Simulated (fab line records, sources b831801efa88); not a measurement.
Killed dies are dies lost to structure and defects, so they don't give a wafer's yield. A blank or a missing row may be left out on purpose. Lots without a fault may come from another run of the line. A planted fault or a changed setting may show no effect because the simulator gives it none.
One fault seen from 2 desks | flow sky130 | each desk has only its own numbers; what lay behind them comes last

THE TOOL OWNER'S DESK: rie_diel-03
The tool's own readings at SKY_LI_CONTACT_ETCH_14 (etches BARC in N2/H2, stops on SiO2, time 45.9 s, target depth 60 nm): means of the sampled wafers that have a number, for each lot that ran on this tool. A lot is out of limits, marked OUT, if its mean lies more than 4 standard deviations from the usual mean; the brackets give that distance.
Columns: A = drypump_motor_current_A at SKY_LI_CONTACT_ETCH_14, usual 5.6 A; B = oes_product_au at SKY_LI_CONTACT_ETCH_14, usual 0.854 a.u.; C = rf_fwd_power_W at SKY_LI_CONTACT_ETCH_14, usual 494.8 W; D = throttle_valve_pct at SKY_LI_CONTACT_ETCH_14, usual 13.225 %
lot  | first seen here | A   | B     | C               | D
L281 | day 30 02:19    | 5.9 | 0.855 | 496.6           | 13.224
L282 | day 30 15:00    | 5.4 | 0.851 | 549.7 (+30) OUT | 13.235
L295 | day 35 02:12    | 5.7 | 0.857 | 494.7           | 13.229
L297 | day 35 12:00    | 5.7 | 0.850 | 495.3           | 13.225
This desk's finding: out of limits on L282; first on L282, day 30 15:00 (rf_fwd_power_W at SKY_LI_CONTACT_ETCH_14). In limits: L281, L295, L297.

THE METROLOGY DESK
What the gauges read, lot by lot, whatever tool the lot ran on: means of the sampled wafers that have a number. A lot is out of limits, marked OUT, if its mean lies more than 4 standard deviations from the usual mean; the brackets give that distance.
Columns: A = LI_CONTACT_BOW at SKY_LI_CONTACT_BOW_MEAS_03, usual 55 um; B = cd_nm at SKY_LI_CONTACT_CD_MEAS_12, usual 170.3 nm; C = LI_CONTACT_OVL at SKY_LI_CONTACT_OVL_MEAS_13, usual -2 nm
lot  | first seen here | A  | B     | C
L281 | day 28 22:00    | 54 | 170.9 | -1
L282 | day 29 11:28    | 55 | 171.7 | -5
L287 | day 30 23:49    | 51 | 171.3 | -10
L295 | day 33 23:46    | 52 | 169.3 | -1
L297 | day 34 09:15    | 47 | 173.1 | 3
This desk's finding: nothing out of limits on any of the 5 lots.

PUT TOGETHER
The tool owner's desk could have raised an alarm at day 30 15:00, on L282.
The metrology desk saw nothing out of limits.
The metrology desk has L282 on record, within its limits.
Of the lots named, all ran SKY_LI_CONTACT_ETCH_14 on rie_diel-03.

WHAT THE SIMULATOR HAD PUT IN
Process parameter drift: rie_diel-03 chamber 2, from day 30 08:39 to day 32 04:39, at SKY_LI_CONTACT_ETCH_14. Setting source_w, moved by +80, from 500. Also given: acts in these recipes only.
Lots struck among those shown: L282.
Hours from the fault's start to each desk's first reading out of limits: the tool owner's desk, 6.
